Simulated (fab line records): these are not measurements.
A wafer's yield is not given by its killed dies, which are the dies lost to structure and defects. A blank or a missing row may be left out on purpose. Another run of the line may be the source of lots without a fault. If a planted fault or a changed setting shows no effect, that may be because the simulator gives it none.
What tool caused it?    flow sky130    13 lots with 39 wafers sampled at 5 steps, on a route of 708 steps

WHAT THE GAUGES SHOWED, per wafer
SKY_DNWELL_TW_MEAS_09.
lot   measured     on             DNWELL_TW
L230  day 3 07:15  film-metro-04  1115 1114 1112
L231  day 3 11:42  film-metro-04  1125 1121 1119
L235  day 4 12:16  film-metro-04  1127 1126 1119
L237  day 5 01:13  film-metro-04  1120 1119 1121
L238  day 5 04:49  film-metro-03  1113 1119 1116
L241  day 6 01:04  film-metro-02  1123 1124 1130
L242  day 6 04:01  film-metro-03  1115 1121 1114
L245  day 6 18:31  film-metro-03  1117 1123 1118
L246  day 6 21:21  film-metro-03  1118 1121 1119
L247  day 7 01:28  film-metro-03  1125 1129 1125
L248  day 7 13:16  film-metro-04  1132 1127 1130
L252  day 8 08:16  film-metro-02  1123 1127 1123
L253  day 8 12:45  film-metro-02  1110 1115 1115

SKY_NWELL_RS_MEAS_31: uses a four-point probe to measure.
lot   measured      on             PWDE_RS (ohm/sq)
L230  day 5 13:08   film-metro-02  5225 5237 5237
L231  day 5 16:17   film-metro-03  5221 5226 5234
L235  day 6 23:22   film-metro-04  5208 5214 5237
L237  day 7 14:06   film-metro-04  5203 5219 5220
L238  day 7 17:32   film-metro-04  5254 5218 5228
L241  day 8 16:13   film-metro-02  5193 5214 5192
L242  day 8 21:01   film-metro-03  5220 5216 5215
L245  day 9 12:20   film-metro-04  5246 5247 5269
L246  day 9 16:20   film-metro-03  5248 5237 5226
L247  day 9 19:49   film-metro-04  5219 5233 5233
L248  day 10 08:29  film-metro-04  5258 5265 5265
L252  day 11 06:59  film-metro-04  5231 5230 5199
L253  day 11 10:37  film-metro-02  5225 5234 5236

SKY_VT_ADJUST_HVTP_CD_MEAS_07: target cd 380 nm.
lot   measured      on         cd-nm (nm)
L230  day 6 08:09   cd-sem-02  378.1 377.6 376.4
L231  day 6 11:54   cd-sem-02  386.2 386.6 381.7
L235  day 7 21:01   cd-sem-02  377.3 379.2 379.0
L237  day 8 11:34   cd-sem-01  380.2 381.7 383.2
L238  day 8 15:05   cd-sem-02  378.2 378.1 381.3
L241  day 9 13:40   cd-sem-01  381.1 381.3 380.8
L242  day 9 18:43   cd-sem-02  372.3 373.6 374.4
L245  day 10 10:18  cd-sem-02  378.8 377.0 376.2
L246  day 10 14:32  cd-sem-02  381.0 378.9 382.7
L247  day 10 19:07  cd-sem-01  378.3 382.2 381.4
L248  day 11 08:44  cd-sem-01  378.2 379.4 379.0
L252  day 12 07:25  cd-sem-02  380.7 379.1 377.9
L253  day 12 11:27  cd-sem-02  378.1 377.9 377.4

SKY_VT_ADJUST_HVTP_TW_MEAS_11.
lot   measured      on             VT_ADJUST_HVTP_TW
L230  day 6 08:34   film-metro-04  1353 1356 1355
L231  day 6 12:19   film-metro-03  1365 1367 1363
L235  day 7 21:25   film-metro-03  1361 1366 1368
L237  day 8 11:58   film-metro-03  1363 1365 1364
L238  day 8 15:29   film-metro-01  1353 1357 1352
L241  day 9 14:04   film-metro-04  1363 1369 1372
L242  day 9 19:07   film-metro-01  1333 1330 1338
L245  day 10 10:43  film-metro-04  1361 1354 1361
L246  day 10 14:56  film-metro-04  1402 1403 1399 1401 1403 1398
L247  day 10 19:31  film-metro-01  1343 1336 1335
L248  day 11 09:08  film-metro-04  1405 1396 1407 1404 1405 1398
L252  day 12 07:49  film-metro-03  1368 1373 1375
L253  day 12 11:52  film-metro-04  1367 1368 1359

TOOL THAT RAN EACH LOT (tool first, then ch and the chambers of the sampled wafers, then the start)
lot   SKY_VT_ADJUST_HVTP_IMPLANT_09
L230  implanter-03 ch 0, day 6 08:19
L231  implanter-03 ch 0, day 6 12:04
L235  implanter-01 ch 0, day 7 21:11
L237  implanter-03 ch 0, day 8 11:44
L238  implanter-04 ch 0, day 8 15:14
L241  implanter-04 ch 0, day 9 13:50
L242  implanter-03 ch 0, day 9 18:53
L245  implanter-01 ch 0, day 10 10:28
L246  implanter-03 ch 0, day 10 14:41
L247  implanter-01 ch 0, day 10 19:17
L248  implanter-03 ch 0, day 11 08:53
L252  implanter-04 ch 0, day 12 07:35
L253  implanter-01 ch 0, day 12 11:37
- SKY_VT_ADJUST_HVTP_IMPLANT_09

WHAT THE TOOLS THEMSELVES READ (means of the sampled wafers that have a number; where no wafer has one, the mark that the record gives instead)
SKY_VT_ADJUST_HVTP_IMPLANT_09.
lot   tool          beam-energy-keV
L230  implanter-03  149.99
L231  implanter-03  150.04
L235  implanter-01  150.01
L237  implanter-03  150.04
L238  implanter-04  149.94
L241  implanter-04  149.93
L242  implanter-03  150.04
L245  implanter-01  150.00
L246  implanter-03  168.40
L247  implanter-01  149.92
L248  implanter-03  168.32
L252  implanter-04  150.03
L253  implanter-01  150.00

THE ANSWER, worked out from the rows above alone
Rule: usual is defined by the lots themselves. Put in order of their means at a reading, lots are off if they are a third of the lots or fewer, leave a main group of 4 or more, and stand apart from it by a gap of 3 or more times the standard deviation of the main group's means; of several such gaps the widest counts. A main group is skipped when, at the precision printed for the reading in the tables above, its means are all equal. Also off: a lot with no number at a reading for which 4 or more lots have one. Any other lot the step has rows for is counted as sound. Order of review: gauges by route order, followed by the tools' own readings, for which a lot's mean as printed above is used. The first step at which some lot is off is used, and at that step the reading that is off furthest; a lot without a number counts as furthest.
Off at SKY_VT_ADJUST_HVTP_IMPLANT_09 (beam-energy-keV): L246, L248. Mean 149.99 and standard deviation 0.043 in the main group.
If a tool, at that step or one of the process steps before it, ran each lot that is off and ran no sound lot following the first of them, it fits. One fits: SKY_VT_ADJUST_HVTP_IMPLANT_09 on implanter-03. A fault onset in the window from L242 (day 9 18:53, its last sound lot) to L246 (day 10 14:41, its first lot off) fits.
On the lots that are off, the tool's own readings at SKY_VT_ADJUST_HVTP_IMPLANT_09 differ by more than 5 times the standard deviation of the sound lots' means, which bears it out; beam-energy-keV reads 168.36 there versus 149.99 on the sound lots.

WHAT THE SIMULATOR PUT IN
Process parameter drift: implanter-03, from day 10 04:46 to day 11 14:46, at SKY_VT_ADJUST_HVTP_IMPLANT_09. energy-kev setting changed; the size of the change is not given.
Shown lots that were struck: L246, L248. The rule above found the same.
